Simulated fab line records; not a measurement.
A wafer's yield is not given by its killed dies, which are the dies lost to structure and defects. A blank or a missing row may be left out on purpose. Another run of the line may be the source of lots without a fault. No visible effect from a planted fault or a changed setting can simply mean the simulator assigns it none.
Struck lot and sound lot, side by side    flow sky130    20 steps out of a route of 708
Sound: these wafers, L302.3, L302.4, L302.5. Struck: wafers L307.3, L307.4, L307.5. At the end, the cause is stated.
At each step with rows: each side's tool, then ch and its chambers, then its first start. Under that, the readings that differ: sound wafers    struck wafers    difference of the means    sigmas: that difference in standard deviations of wafers without a fault.
alike: a reading whose means differ by less than 2 such deviations, as well as words and numbers matching on both sides. not compared: withheld readings; readings where some wafer has no value; bounds like >300 that might hide an equal value; numbers whose values overlap and for which the record gives no deviation.
A row with sigmas, a row that says differs or no value, or rows on one side alone: a step with any of these is where the two part. When numbers do not overlap yet have no deviation, they are printed without sigmas and do not part them. Lack of a reading on every wafer of one side parts them only where that side has two or more wafers.

first, 4 steps without rows for these wafers: SKY_METAL1_STRIP_21 (strips in post etch residue remover, time 1200 s); SKY_METAL1_CLEAN_22 (cleans in IPA, time 180 s); SKY_METAL1_CLEAN_23 (cleans in O3/DIW); SKY_VIA1_HDPCVD_00 (deposits SiO2, target thk 1030 nm, time 171.7 s).
SKY_VIA1_THK_MEAS_01:
  sound on film_metro-03 at day 35 13:02; struck on film_metro-01 at day 36 09:26
  alike: VIA1_HDPCVD_THK
SKY_VIA1_CMP_02: polishes SiO2.
  sound on cmp-01 ch 2,3, day 35 13:05; struck on cmp-01 ch 0,1,2, day 36 09:28
  alike: motor_current_A
SKY_VIA1_BOW_MEAS_03:
  sound on film_metro-02 at day 35 13:25; struck on film_metro-03 at day 36 09:49
  alike: VIA1_BOW
then, 5 steps without rows for these wafers: SKY_VIA1_DEHYDRATE_04 (time 60 s); SKY_VIA1_HMDS_05 (prime time 60 s); SKY_VIA1_COAT_06 (resist thk 60 nm); SKY_VIA1_COAT_07 (resist thk 450 nm); SKY_VIA1_SOFTBAKE_08 (time 90 s).
SKY_VIA1_EXPOSE_09: exposes mask VIM, target cd 150 nm.
  sound on krf_scanner-01 ch 0, day 36 03:08; struck on krf_scanner-02 ch 0, day 36 23:09
reading               sound              struck             difference  sigmas
exposure_dose_mJ_cm2  37.92 37.95 37.93  41.67 41.65 41.67  +3.73       +69
  alike: mask
then, 2 steps without rows for these wafers: SKY_VIA1_PEB_10; SKY_VIA1_DEVELOP_11 (develop time 60 s).
SKY_VIA1_CD_MEAS_12: the cd target is 150 nm.
  sound on cd_sem-01 at day 36 15:32; struck on cd_sem-01 at day 37 12:04
reading     sound              struck          difference  sigmas
cd_nm (nm)  151.3 148.8 150.4  76.3 82.0 27.3  -88.3       -63
SKY_VIA1_OVL_MEAS_13:
  sound on overlay-02 at day 36 15:37; struck on overlay-02 at day 37 12:10
reading        sound  struck     difference  sigmas
VIA1_OVL (nm)  6 9 2  -6 -14 -5  -14         -2
SKY_VIA1_ETCH_14: etches BARC in N2/H2, stops on SiO2, time 45.9 s, target depth 60 nm.
  sound on rie_diel-03 ch 1,3, day 36 15:38; struck on rie_diel-04 ch 1,3, day 37 12:11
reading                sound              struck             difference  sigmas
model.VIA1.cd_nm (nm)  150.9 148.3 150.2  76.12 82.14 26.37  -88.26      
  alike: drypump_motor_current_A, oes_product_au, throttle_valve_pct
  not compared: rf_hours_counter_h
SKY_VIA1_ETCH_15: etches SiO2 in C4F8/O2/Ar, stops on TiN, target depth 351 nm, time 52.16 s.
  sound on rie_diel-03 ch 1,3, day 36 15:41; struck on rie_diel-04 ch 1,3, day 37 12:14
  alike: oes_product_au
  not compared: rf_hours_counter_h
-- the record jumps here: 11 days lie between the struck wafers' starts before and after (it left off in module VIA1 and takes up again in module PAD_OPEN, whose first step shown is number 708 of the route) --
SKY_PAD_OPEN_PROBE_99:
  sound on prober-02 at day 47 19:35; struck on prober-02 at day 48 13:34
reading                   sound           struck          difference  sigmas
defect_limited_yield (%)  81.7 80.5 85.8  0 0 0           -83         -39
killed_at_M0_to_M3        47 44 35        442 436 442     +398        +54
killed_dies               90 96 70        492 492 492     +407        +41
killed_on_rim             18 24 21        96 96 96        +75         +20
killed_short              45 38 30        51 57 59        +18         +3
sort_bin_5_function (%)   11.2 10.6 8.9   91.1 89.8 89.2  +79.8       +53
sort_bin_6_memory (%)     6.3 6.9 4.7     7.5 8.5 9.6     +2.6        +2
sort_n_pass               402 396 422     0 0 0           -407        -41
sort_yield_pct (%)        81.7 80.5 85.8  0 0 0           -83         -39
  alike: killed_at_M4_up, killed_at_contacts, killed_at_front_end, killed_at_other, killed_open, sort_bin_3_pad_short

WHERE THEY PART
At SKY_VIA1_EXPOSE_09 first; at SKY_PAD_OPEN_PROBE_99 last (within this record only).

WHY: what had been put in by the simulator
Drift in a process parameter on krf_scanner-02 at SKY_VIA1_EXPOSE_09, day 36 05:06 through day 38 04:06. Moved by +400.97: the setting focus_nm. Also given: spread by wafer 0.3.
